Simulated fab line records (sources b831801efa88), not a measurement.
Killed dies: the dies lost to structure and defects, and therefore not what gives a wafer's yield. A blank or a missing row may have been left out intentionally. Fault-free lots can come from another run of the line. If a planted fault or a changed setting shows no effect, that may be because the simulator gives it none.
fab line records :: flow sky130
record:
  lots: 5
  wafers: 15
  last-day: 50
route steps=708 shown FIELD_ISO@27 NWELL@32 DNWELL@35 PAD_OPEN@708
lots that met no fault: from a run of the same line without faults
start-h: hours from the record's opening day to when the first of the lot's shown wafers began :: wait-h: hours from the lot's prior step to this one :: " as in the row above :: L1.1+2: several wafers, shown together as one row :: - no value, or no start was given :: * or withheld: withheld :: < > ~ a bound
route shown NAME@n: names a module that has steps shown in the file, with the first one's number in the route :: usual: average and standard deviation across the fault-free wafers :: same: alike in all rows :: chamber/n: place in a boat :: sites: per-site readings :: _std_site: the values' standard deviation :: _edge_site: inner sites' mean taken away from outer sites' mean :: radius-mm: for every site, how far away it sits from the centre of the wafer :: mask NAME#n: copy n :: behind: the most recent tool/chamber to have shaped the wafer :: hold: cause of the lot's hold/its duration in hours/its outcome :: device: the transistor (n, p or np) that didn't switch :: end of line: at the end of the route, the tests of the same wafers :: a step without rows: its recipe alone :: killed: dies that structure and defects cost at the first sort, which is not the same as the wafer's yield :: map: a wafer's dies, marking killed ones x, the rest . and places with no die _
set.NAME: the setting as run; set.NAME@STEP: as run at that earlier step :: model.NAME: the simulator's own value behind a step, which no gauge read
lots at selected steps of the route; one table per step, one row per wafer
services: the hour from which a tool's chamber was out of use, counted from the record's first day as start-h (under 0 if before that day), plus the number of hours and why
== steps ==
step: SKY_FIELD_ISO_ANNEAL_26
recipe:
  temp-c: 1000
  time-s: 1800
  ambient: N2
step: SKY_FIELD_ISO_CMP_27
recipe:
  stop-on: Si3N4
  t-overpolish-s: 16
  down-force-psi: 4
  platen-rpm: 60
  target-thk-nm: 457.8
  pad-velocity-m-s: 0.94248
usual:
  motor-current-A: 12.2/1.1
  overpolish-run-s: 16.000/0.0088
  time-to-endpoint-s: 111/3.5
same:
  t-overpolish-s: 16
lot.wafer: L178.1
tool: cmp-02
chamber: 2
start-h: 40.00
wait-h: 0.1
motor-current-A: 13.6
overpolish-run-s: 15.994
time-to-endpoint-s: 107

lot.wafer: L178.5
tool: cmp-02
chamber: 1
start-h: 40.00
wait-h: 0.1
motor-current-A: 11.8
overpolish-run-s: 16.004
time-to-endpoint-s: 116

lot.wafer: L178.6
tool: cmp-02
chamber: 2
start-h: 40.00
wait-h: 0.1
motor-current-A: 12.4
overpolish-run-s: 15.985
time-to-endpoint-s: 108

lot.wafer: L189.3
tool: cmp-02
chamber: 0
start-h: 96.79
wait-h: 0.1
motor-current-A: 13.7
overpolish-run-s: 16.003
time-to-endpoint-s: 109

lot.wafer: L189.4
tool: cmp-02
chamber: 2
start-h: 96.79
wait-h: 0.1
motor-current-A: 13.5
overpolish-run-s: 15.992
time-to-endpoint-s: 106

lot.wafer: L189.5
tool: cmp-02
chamber: 3
start-h: 96.79
wait-h: 0.1
motor-current-A: 12.4
overpolish-run-s: 15.998
time-to-endpoint-s: 105

lot.wafer: L192.2
tool: cmp-01
chamber: 0
start-h: 111.76
wait-h: 0.0
motor-current-A: 10.5
overpolish-run-s: 16.007
time-to-endpoint-s: 112

lot.wafer: L192.3
tool: cmp-01
chamber: 1
start-h: 111.76
wait-h: 0.0
motor-current-A: 11.9
overpolish-run-s: 15.992
time-to-endpoint-s: 111

lot.wafer: L192.1
tool: cmp-01
chamber: 3
start-h: 111.76
wait-h: 0.0
motor-current-A: 12.0
overpolish-run-s: 15.996
time-to-endpoint-s: 112

lot.wafer: L194.2
tool: cmp-02
chamber: 3
start-h: 125.83
wait-h: 0.1
motor-current-A: 12.0
overpolish-run-s: 16.003
time-to-endpoint-s: 106

lot.wafer: L194.3
tool: cmp-02
chamber: 0
start-h: 125.83
wait-h: 0.1
motor-current-A: 14.8
overpolish-run-s: 16.017
time-to-endpoint-s: 108

lot.wafer: L194.1
tool: cmp-02
chamber: 1
start-h: 125.83
wait-h: 0.1
motor-current-A: 11.6
overpolish-run-s: 16.002
time-to-endpoint-s: 116

lot.wafer: L198.2
tool: cmp-01
chamber: 0
start-h: 141.40
wait-h: 0.1
motor-current-A: 10.5
overpolish-run-s: 16.010
time-to-endpoint-s: 115

lot.wafer: L198.3
tool: cmp-01
chamber: 1
start-h: 141.40
wait-h: 0.1
motor-current-A: 11.8
overpolish-run-s: 16.001
time-to-endpoint-s: 113

lot.wafer: L198.5
tool: cmp-01
chamber: 0
start-h: 141.40
wait-h: 0.1
motor-current-A: 10.7
overpolish-run-s: 16.031
time-to-endpoint-s: 116
step: SKY_FIELD_ISO_WET_ETCH_28
recipe:
  chemistry: dHF
  target-depth-nm: 23.7
  target: SiO2
  dilution: 10:1
  temp-c: 25
  time-s: 47
step: SKY_FIELD_ISO_WET_ETCH_29
recipe:
  chemistry: H3PO4
  target-depth-nm: 160
  target: Si3N4
  temp-c: 160
  time-s: 1825
step: SKY_FIELD_ISO_WET_ETCH_30
recipe:
  chemistry: dHF
  target-depth-nm: 25
  target: SiO2
  dilution: 10:1
  temp-c: 25
  time-s: 50
step: SKY_NWELL_CLEAN_00
recipe:
  chemistry: SC1/SC2
  mix: 1:4:20
  temp-c: 70
  time-s: 150
  dry: n2-spin
step: SKY_NWELL_OXIDATION_01
recipe:
  temp-c: 900
  ambient: O2
  stabilise-s: 600
  purge-s: 300
  target-thk-a: 100
  ox-time-s: 1418
step: SKY_NWELL_THK_MEAS_02
recipe:
  reads: SiO2_of_NWELL_OXIDATION_01
usual:
  NWELL_OXIDATION_THK: 10.02/0.22
lot.wafer: L178.1
tool: film-metro-04
chamber: -
start-h: 42.52
wait-h: 0.0
NWELL_OXIDATION_THK[nm]: 9.72

lot.wafer: L178.5
tool: film-metro-04
chamber: -
start-h: 42.52
wait-h: 0.0
NWELL_OXIDATION_THK[nm]: 9.93

lot.wafer: L178.6
tool: film-metro-04
chamber: -
start-h: 42.52
wait-h: 0.0
NWELL_OXIDATION_THK[nm]: 9.80

lot.wafer: L189.3
tool: film-metro-02
chamber: -
start-h: 99.55
wait-h: 0.0
NWELL_OXIDATION_THK[nm]: 10.23

lot.wafer: L189.4
tool: film-metro-02
chamber: -
start-h: 99.55
wait-h: 0.0
NWELL_OXIDATION_THK[nm]: 10.03

lot.wafer: L189.5
tool: film-metro-02
chamber: -
start-h: 99.55
wait-h: 0.0
NWELL_OXIDATION_THK[nm]: 10.11

lot.wafer: L192.1
tool: film-metro-04
chamber: -
start-h: 114.06
wait-h: 0.0
NWELL_OXIDATION_THK[nm]: 10.35

lot.wafer: L192.2
tool: film-metro-04
chamber: -
start-h: 114.06
wait-h: 0.0
NWELL_OXIDATION_THK[nm]: 10.35

lot.wafer: L192.3
tool: film-metro-04
chamber: -
start-h: 114.06
wait-h: 0.0
NWELL_OXIDATION_THK[nm]: 10.21

lot.wafer: L194.1
tool: film-metro-02
chamber: -
start-h: 130.05
wait-h: 0.0
NWELL_OXIDATION_THK[nm]: 10.08

lot.wafer: L194.2
tool: film-metro-02
chamber: -
start-h: 130.05
wait-h: 0.0
NWELL_OXIDATION_THK[nm]: 9.82

lot.wafer: L194.3
tool: film-metro-02
chamber: -
start-h: 130.05
wait-h: 0.0
NWELL_OXIDATION_THK[nm]: 10.06

lot.wafer: L198.2
tool: film-metro-03
chamber: -
start-h: 144.00
wait-h: 0.0
NWELL_OXIDATION_THK[nm]: 9.93

lot.wafer: L198.3
tool: film-metro-03
chamber: -
start-h: 144.00
wait-h: 0.0
NWELL_OXIDATION_THK[nm]: 9.91

lot.wafer: L198.5
tool: film-metro-03
chamber: -
start-h: 144.00
wait-h: 0.0
NWELL_OXIDATION_THK[nm]: 9.99
step: SKY_DNWELL_DEHYDRATE_00
recipe:
  temp-c: 200
  time-s: 60
step: SKY_DNWELL_HMDS_01
recipe:
  prime-time-s: 60
  prime-temp-c: 120
step: SKY_DNWELL_COAT_02
recipe:
  spin-rpm: 2000
  resist-thk-nm: 3000
step: SKY_DNWELL_SOFTBAKE_03
recipe:
  temp-c: 110
  time-s: withheld
step: SKY_DNWELL_EXPOSE_04
recipe:
  mask-id: DNM
  na: 0.57
  target-cd-nm: 3000
  dose-mj: 222
lot.wafer: L178.1+5+6
tool: iline-stepper-02
chamber: 0
start-h: 50.05
wait-h: -
mask: DNM#0

lot.wafer: L189.3+4+5
tool: iline-stepper-02
chamber: 0
start-h: 108.01
wait-h: -
mask: DNM_R1#0

lot.wafer: L192.1+2+3
tool: iline-stepper-02
chamber: 0
start-h: 123.35
wait-h: -
mask: DNM#0

lot.wafer: L194.1+2+3
tool: iline-stepper-01
chamber: 0
start-h: 139.35
wait-h: -
mask: DNM#0

lot.wafer: L198.2+3+5
tool: iline-stepper-02
chamber: 0
start-h: 154.39
wait-h: -
mask: DNM#0
step: SKY_DNWELL_PEB_05
recipe:
  temp-c: 115
  time-s: withheld
step: SKY_PAD_OPEN_PROBE_99
usual:
  killed_at_M0_to_M3: 43/7.3
  killed_at_M4_up: 3.1/1.8
  killed-at-contacts: 24/5.4
  killed-at-front-end: 15/4.1
  killed-at-other: 0.2/0.52
  killed-dies: 86/10
  killed-open: 47/7.3
  killed-short: 39/6.4
same:
  gross-dies: 492
  killed-at-back-side: 0
lot.wafer: L178.1
tool: prober-02
chamber: -
start-h: 1077.77
wait-h: 0.1
killed_at_M0_to_M3: 38
killed_at_M4_up: 5
killed-at-contacts: 20
killed-at-front-end: 18
killed-at-other: 0
killed-dies: 81
killed-open: 46
killed-short: 35
model.etest.res-deep-nwell.width-nm: 2987
model.etest.res-deep-nwell.line-ohm-um: 737.3

lot.wafer: L178.5
tool: prober-02
chamber: -
start-h: 1077.97
wait-h: 0.2
killed_at_M0_to_M3: 40
killed_at_M4_up: 6
killed-at-contacts: 26
killed-at-front-end: 12
killed-at-other: 0
killed-dies: 84
killed-open: 37
killed-short: 47
model.etest.res-deep-nwell.width-nm: 2986
model.etest.res-deep-nwell.line-ohm-um: 728.6

lot.wafer: L178.6
tool: prober-02
chamber: -
start-h: 1078.02
wait-h: 0.2
killed_at_M0_to_M3: 44
killed_at_M4_up: 2
killed-at-contacts: 28
killed-at-front-end: 15
killed-at-other: 0
killed-dies: 89
killed-open: 53
killed-short: 36
model.etest.res-deep-nwell.width-nm: 2984
model.etest.res-deep-nwell.line-ohm-um: 721

lot.wafer: L189.3
tool: prober-01
chamber: -
start-h: 1147.72
wait-h: 0.2
killed_at_M0_to_M3: 50
killed_at_M4_up: 3
killed-at-contacts: 21
killed-at-front-end: 15
killed-at-other: 0
killed-dies: 89
killed-open: 41
killed-short: 48
model.etest.res-deep-nwell.width-nm: 2394
model.etest.res-deep-nwell.line-ohm-um: 920.5

lot.wafer: L189.4
tool: prober-01
chamber: -
start-h: 1147.77
wait-h: 0.2
killed_at_M0_to_M3: 53
killed_at_M4_up: 7
killed-at-contacts: 22
killed-at-front-end: 14
killed-at-other: 0
killed-dies: 96
killed-open: 50
killed-short: 46
model.etest.res-deep-nwell.width-nm: 2393
model.etest.res-deep-nwell.line-ohm-um: 921.8

lot.wafer: L189.5
tool: prober-01
chamber: -
start-h: 1147.82
wait-h: 0.2
killed_at_M0_to_M3: 55
killed_at_M4_up: 4
killed-at-contacts: 27
killed-at-front-end: 7
killed-at-other: 0
killed-dies: 93
killed-open: 44
killed-short: 49
model.etest.res-deep-nwell.width-nm: 2382
model.etest.res-deep-nwell.line-ohm-um: 918.8

lot.wafer: L192.1
tool: prober-02
chamber: -
start-h: 1165.55
wait-h: 0.1
killed_at_M0_to_M3: 45
killed_at_M4_up: 1
killed-at-contacts: 24
killed-at-front-end: 11
killed-at-other: 0
killed-dies: 81
killed-open: 44
killed-short: 37
model.etest.res-deep-nwell.width-nm: 2976
model.etest.res-deep-nwell.line-ohm-um: 738.5

lot.wafer: L192.2
tool: prober-02
chamber: -
start-h: 1165.60
wait-h: 0.1
killed_at_M0_to_M3: 43
killed_at_M4_up: 4
killed-at-contacts: 15
killed-at-front-end: 12
killed-at-other: 0
killed-dies: 74
killed-open: 39
killed-short: 35
model.etest.res-deep-nwell.width-nm: 2976
model.etest.res-deep-nwell.line-ohm-um: 740

lot.wafer: L192.3
tool: prober-02
chamber: -
start-h: 1165.65
wait-h: 0.2
killed_at_M0_to_M3: 49
killed_at_M4_up: 4
killed-at-contacts: 24
killed-at-front-end: 9
killed-at-other: 1
killed-dies: 87
killed-open: 55
killed-short: 32
model.etest.res-deep-nwell.width-nm: 2994
model.etest.res-deep-nwell.line-ohm-um: 731.5

lot.wafer: L194.1
tool: prober-01
chamber: -
start-h: 1178.60
wait-h: 0.1
killed_at_M0_to_M3: 33
killed_at_M4_up: 1
killed-at-contacts: 20
killed-at-front-end: 12
killed-at-other: 0
killed-dies: 66
killed-open: 36
killed-short: 29
model.etest.res-deep-nwell.width-nm: 2983
model.etest.res-deep-nwell.line-ohm-um: 738.2

lot.wafer: L194.2
tool: prober-01
chamber: -
start-h: 1178.65
wait-h: 0.1
killed_at_M0_to_M3: 41
killed_at_M4_up: 0
killed-at-contacts: 33
killed-at-front-end: 11
killed-at-other: 0
killed-dies: 85
killed-open: 46
killed-short: 39
model.etest.res-deep-nwell.width-nm: 2984
model.etest.res-deep-nwell.line-ohm-um: 740.4

lot.wafer: L194.3
tool: prober-01
chamber: -
start-h: 1178.70
wait-h: 0.2
killed_at_M0_to_M3: 51
killed_at_M4_up: 4
killed-at-contacts: 29
killed-at-front-end: 11
killed-at-other: 0
killed-dies: 95
killed-open: 54
killed-short: 41
model.etest.res-deep-nwell.width-nm: 2985
model.etest.res-deep-nwell.line-ohm-um: 749.5

lot.wafer: L198.2
tool: prober-02
chamber: -
start-h: 1190.68
wait-h: 0.1
killed_at_M0_to_M3: 34
killed_at_M4_up: 7
killed-at-contacts: 24
killed-at-front-end: 21
killed-at-other: 0
killed-dies: 86
killed-open: 53
killed-short: 33
model.etest.res-deep-nwell.width-nm: 3003
model.etest.res-deep-nwell.line-ohm-um: 749.9

lot.wafer: L198.3
tool: prober-02
chamber: -
start-h: 1190.73
wait-h: 0.2
killed_at_M0_to_M3: 51
killed_at_M4_up: 7
killed-at-contacts: 27
killed-at-front-end: 14
killed-at-other: 0
killed-dies: 99
killed-open: 51
killed-short: 48
model.etest.res-deep-nwell.width-nm: 2994
model.etest.res-deep-nwell.line-ohm-um: 753.7

lot.wafer: L198.5
tool: prober-02
chamber: -
start-h: 1190.83
wait-h: 0.2
killed_at_M0_to_M3: 39
killed_at_M4_up: 7
killed-at-contacts: 32
killed-at-front-end: 21
killed-at-other: 0
killed-dies: 99
killed-open: 46
killed-short: 53
model.etest.res-deep-nwell.width-nm: 2989
model.etest.res-deep-nwell.line-ohm-um: 743.6
killed by level:class
L178.1 CONTACT:geometric-particle:short=7 VIA3:geometric-particle:open=7 VIA1:geometric-particle:open=7 POLY_GATE:geometric-particle:open=6 CONTACT:geometric-particle:open=6 METAL1:geometric-particle:short=5 VIA2:geometric-particle:open=5 FIELD_ISO:geometric-particle:open=4
L178.5 CONTACT:geometric-particle:short=8 VIA1:geometric-particle:open=8 CONTACT:geometric-particle:open=7 METAL2:geometric-particle:short=6 METAL4:geometric-particle:short=6 LI_CONTACT:geometric-particle:short=5 METAL1:geometric-particle:short=5 VIA2:geometric-particle:open=5
L178.6 CONTACT:geometric-particle:open=11 VIA2:geometric-particle:open=9 METAL1:geometric-particle:short=9 LI_CONTACT:geometric-particle:open=8 VIA3:geometric-particle:open=7 VIA1:geometric-particle:open=6 LOCAL_INTERCONNECT:geometric-particle:short=5 VIA3:geometric-particle:short=5
L189.3 VIA1:geometric-particle:open=13 METAL1:geometric-particle:short=7 VIA2:geometric-particle:open=7 VIA2:geometric-particle:short=6 FIELD_ISO:geometric-particle:short=5 LOCAL_INTERCONNECT:geometric-particle:short=5 CONTACT:geometric-particle:open=5 FIELD_ISO:geometric-particle:open=4
L189.4 VIA1:geometric-particle:open=14 CONTACT:geometric-particle:open=10 METAL4:geometric-particle:short=7 LI_CONTACT:geometric-particle:open=6 METAL1:geometric-particle:short=6 VIA1:geometric-particle:short=6 METAL2:geometric-particle:short=6 VIA2:geometric-particle:open=4
L189.5 VIA1:geometric-particle:open=15 CONTACT:geometric-particle:open=9 METAL1:geometric-particle:short=9 METAL2:geometric-particle:short=9 LI_CONTACT:geometric-particle:short=6 LI_CONTACT:geometric-particle:open=6 METAL3:geometric-particle:short=5 CONTACT:geometric-particle:short=4
L192.1 VIA1:geometric-particle:open=13 CONTACT:geometric-particle:open=7 METAL1:geometric-particle:short=7 VIA3:geometric-particle:open=7 LI_CONTACT:geometric-particle:open=6 CONTACT:geometric-particle:short=5 METAL2:geometric-particle:short=5 POLY_GATE:geometric-particle:short=4
L192.2 METAL2:geometric-particle:short=10 CONTACT:geometric-particle:open=8 VIA1:geometric-particle:short=7 VIA2:geometric-particle:open=6 VIA1:geometric-particle:open=6 VIA3:geometric-particle:open=5 LI_CONTACT:geometric-particle:open=5 METAL4:geometric-particle:short=4
L192.3 CONTACT:geometric-particle:open=12 VIA1:geometric-particle:open=10 METAL2:geometric-particle:short=10 LI_CONTACT:geometric-particle:open=8 VIA1:geometric-particle:short=7 VIA2:geometric-particle:open=6 VIA3:geometric-particle:open=4 FIELD_ISO:geometric-particle:open=3
L194.1 VIA1:geometric-particle:open=9 LI_CONTACT:geometric-particle:open=7 VIA1:geometric-particle:short=6 METAL2:geometric-particle:short=5 CONTACT:geometric-particle:open=5 FIELD_ISO:geometric-particle:short=4 LOCAL_INTERCONNECT:geometric-particle:short=4 CONTACT:geometric-particle:short=3
L194.2 CONTACT:geometric-particle:open=11 VIA1:geometric-particle:open=8 VIA3:geometric-particle:open=7 LOCAL_INTERCONNECT:geometric-particle:short=6 CONTACT:geometric-particle:short=5 LI_CONTACT:geometric-particle:open=5 LI_CONTACT:geometric-particle:short=5 VIA2:geometric-particle:short=5
L194.3 VIA1:geometric-particle:open=16 CONTACT:geometric-particle:open=14 VIA1:geometric-particle:short=7 VIA2:geometric-particle:open=7 METAL3:geometric-particle:short=6 LOCAL_INTERCONNECT:geometric-particle:short=5 CONTACT:geometric-particle:short=5 METAL2:geometric-particle:short=5
L198.2 VIA1:geometric-particle:open=12 LI_CONTACT:geometric-particle:open=11 VIA3:geometric-particle:open=7 FIELD_ISO:geometric-particle:open=6 CONTACT:geometric-particle:open=6 METAL1:geometric-particle:short=6 FIELD_ISO:geometric-particle:short=3 METAL4:geometric-particle:short=3
L198.3 VIA1:geometric-particle:open=16 CONTACT:geometric-particle:open=10 METAL1:geometric-particle:short=8 POLY_GATE:geometric-particle:short=6 LI_CONTACT:geometric-particle:open=6 VIA3:geometric-particle:open=6 VIA1:geometric-particle:short=6 POLY_GATE:geometric-particle:open=5
L198.5 CONTACT:geometric-particle:open=13 CONTACT:geometric-particle:short=8 VIA1:geometric-particle:open=7 METAL4:geometric-particle:short=6 LOCAL_INTERCONNECT:geometric-particle:short=6 VIA3:geometric-particle:open=6 METAL2:geometric-particle:short=5 VIA1:geometric-particle:short=5
== services ==
tool: cmp-02
chamber: -
start-h: 49.10
hours: 0.2
kind: repair

tool: cmp-01
chamber: -
start-h: 50.97
hours: 1.4
kind: repair

tool: cmp-01
chamber: -
start-h: 63.70
hours: 1.6
kind: repair

tool: cmp-02
chamber: -
start-h: 64.17
hours: 4.0
kind: pm

tool: iline-stepper-01
chamber: 0
start-h: 64.71
hours: -
kind: calibration

tool: cmp-01
chamber: -
start-h: 66.81
hours: 0.5
kind: repair

tool: iline-stepper-02
chamber: 0
start-h: 67.35
hours: -
kind: calibration

tool: cmp-02
chamber: -
start-h: 67.73
hours: 2.1
kind: repair

tool: cmp-02
chamber: -
start-h: 68.17
hours: -
kind: consumable-replace:conditioner

tool: cmp-02
chamber: -
start-h: 68.17
hours: -
kind: consumable-replace:pad

tool: iline-stepper-01
chamber: -
start-h: 69.62
hours: 1.7
kind: pm

tool: cmp-02
chamber: -
start-h: 75.23
hours: 21.0
kind: pm

tool: iline-stepper-01
chamber: -
start-h: 88.10
hours: 15.8
kind: repair

tool: cmp-01
chamber: -
start-h: 122.17
hours: 4.0
kind: repair

tool: cmp-01
chamber: -
start-h: 136.22
hours: 1.1
kind: repair

tool: iline-stepper-01
chamber: -
start-h: 136.92
hours: 2.1
kind: pm

tool: iline-stepper-01
chamber: -
start-h: 139.01
hours: -
kind: consumable-replace:lamp

tool: cmp-01
chamber: -
start-h: 151.75
hours: 5.1
kind: pm
== key ==
first-sign:
  step: SKY_DNWELL_EXPOSE_04
  reading: mask
  direction: changed
effect none on later readings
model-effect:
  step: SKY_PAD_OPEN_PROBE_99
  value: etest.res-deep-nwell.width-nm
  without: 2990
  struck: 2390
met-at SKY_DNWELL_EXPOSE_04
struck-wafers L189.3,L189.4,L189.5
tester-left-out L189
onset-between 50.05 108.01
fault:
  kind: wrong-mask
  tool: any
  chamber: -
  onset-h: 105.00
  steps: SKY_DNWELL_EXPOSE_04
  aux-copy: DNM_R1#0
  cd-offset-nm: -600
  scope: struck-lots-only
tester-left-out: of these lots the tester's yield and bins aren't shown, on N5 and GAA mostly nor the transistor test; their killed dies are dies lost to structure and defects alone, not to doping, threshold or leakage, so they don't give the yield
